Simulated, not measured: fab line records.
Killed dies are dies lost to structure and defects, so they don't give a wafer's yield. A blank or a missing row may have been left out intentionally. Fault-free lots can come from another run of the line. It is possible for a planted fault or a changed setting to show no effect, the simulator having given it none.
Which of the tools did it? / flow sky130 / 11 lots with 33 wafers sampled at 3 steps, on a route of 708 steps

## WHAT THE GAUGES READ, wafer by wafer
SKY_CONTACT_THK_MEAS_01.
lot=L350; measured=day 32 05:44; on=filmMetro-01; CONTACT_CVD_00_THK (nm)=74.1 74.3 75.2
lot=L356; measured=day 33 15:53; on=filmMetro-04; CONTACT_CVD_00_THK (nm)=73.5 78.8 73.9
lot=L357; measured=day 34 01:21; on=filmMetro-02; CONTACT_CVD_00_THK (nm)=76.0 75.3 81.2
lot=L360; measured=day 35 01:23; on=filmMetro-02; CONTACT_CVD_00_THK (nm)=75.6 76.3 75.7
lot=L361; measured=day 35 05:29; on=filmMetro-02; CONTACT_CVD_00_THK (nm)=74.8 75.6 75.8
lot=L362; measured=day 35 16:09; on=filmMetro-02; CONTACT_CVD_00_THK (nm)=75.2 76.1 76.7
lot=L363; measured=day 35 23:32; on=filmMetro-01; CONTACT_CVD_00_THK (nm)=74.6 77.3 76.1
lot=L365; measured=day 36 22:35; on=filmMetro-04; CONTACT_CVD_00_THK (nm)=74.2 74.4 75.2
lot=L366; measured=day 37 13:32; on=filmMetro-02; CONTACT_CVD_00_THK (nm)=74.4 76.4 75.1
lot=L368; measured=day 37 16:11; on=filmMetro-02; CONTACT_CVD_00_THK (nm)=77.1 77.4 76.9
lot=L367; measured=day 37 17:33; on=filmMetro-01; CONTACT_CVD_00_THK (nm)=74.2 75.8 75.5

## WHAT TOOL EACH LOT RAN ON (gives the tool, then ch and the chambers of the sampled wafers, and finally the start)
lot=L350; SKY_LOCAL_INTERCONNECT_STRIP_15=plasmaAsher-04 ch 0,1, day 32 05:06; SKY_CONTACT_CVD_00=pecvd-01 ch 1,2, day 32 05:41
lot=L356; SKY_LOCAL_INTERCONNECT_STRIP_15=plasmaAsher-02 ch 0, day 33 15:13; SKY_CONTACT_CVD_00=pecvd-03 ch 0,1, day 33 15:50
lot=L357; SKY_LOCAL_INTERCONNECT_STRIP_15=plasmaAsher-04 ch 0,1, day 34 00:40; SKY_CONTACT_CVD_00=pecvd-03 ch 0,1,2, day 34 01:19
lot=L360; SKY_LOCAL_INTERCONNECT_STRIP_15=plasmaAsher-01 ch 0,1, day 35 00:46; SKY_CONTACT_CVD_00=pecvd-02 ch 0,2, day 35 01:21
lot=L361; SKY_LOCAL_INTERCONNECT_STRIP_15=plasmaAsher-04 ch 0,1, day 35 04:51; SKY_CONTACT_CVD_00=pecvd-02 ch 0,1,2, day 35 05:26
lot=L362; SKY_LOCAL_INTERCONNECT_STRIP_15=plasmaAsher-02 ch 0,1, day 35 15:32; SKY_CONTACT_CVD_00=pecvd-01 ch 1,2, day 35 16:06
lot=L363; SKY_LOCAL_INTERCONNECT_STRIP_15=plasmaAsher-01 ch 1, day 35 22:55; SKY_CONTACT_CVD_00=pecvd-02 ch 0,1,2, day 35 23:31
lot=L365; SKY_LOCAL_INTERCONNECT_STRIP_15=plasmaAsher-04 ch 0,1, day 36 21:58; SKY_CONTACT_CVD_00=pecvd-03 ch 0,1, day 36 22:33
lot=L366; SKY_LOCAL_INTERCONNECT_STRIP_15=plasmaAsher-04 ch 0, day 37 12:54; SKY_CONTACT_CVD_00=pecvd-03 ch 0,2, day 37 13:29
lot=L368; SKY_LOCAL_INTERCONNECT_STRIP_15=plasmaAsher-01 ch 0,1, day 37 15:32; SKY_CONTACT_CVD_00=pecvd-02 ch 1,2, day 37 16:07
lot=L367; SKY_LOCAL_INTERCONNECT_STRIP_15=plasmaAsher-02 ch 0,1, day 37 16:51; SKY_CONTACT_CVD_00=pecvd-01 ch 1,2, day 37 17:31
- SKY_LOCAL_INTERCONNECT_STRIP_15: strips in O2/N2.
- SKY_CONTACT_CVD_00: deposits Si3N4, target thk 75 nm.

## THE ANSWER, worked out from the rows above alone
Rule: usual is defined by the lots themselves. Put in order of their means at a reading, lots are off if they are a third of the lots or fewer, leave a main group of 4 or more, and stand apart from it by a gap of 3 or more times the standard deviation of the main group's means; of several such gaps the widest counts. A main group is skipped when, at the precision printed for the reading in the tables above, its means are all equal. Also off: a lot with no number at a reading for which 4 or more lots have one. Any other lot the step has rows for is counted as sound.
No lot is off at any reading shown: from this, nothing can be told.

## WHAT THE SIMULATOR HAD INSERTED
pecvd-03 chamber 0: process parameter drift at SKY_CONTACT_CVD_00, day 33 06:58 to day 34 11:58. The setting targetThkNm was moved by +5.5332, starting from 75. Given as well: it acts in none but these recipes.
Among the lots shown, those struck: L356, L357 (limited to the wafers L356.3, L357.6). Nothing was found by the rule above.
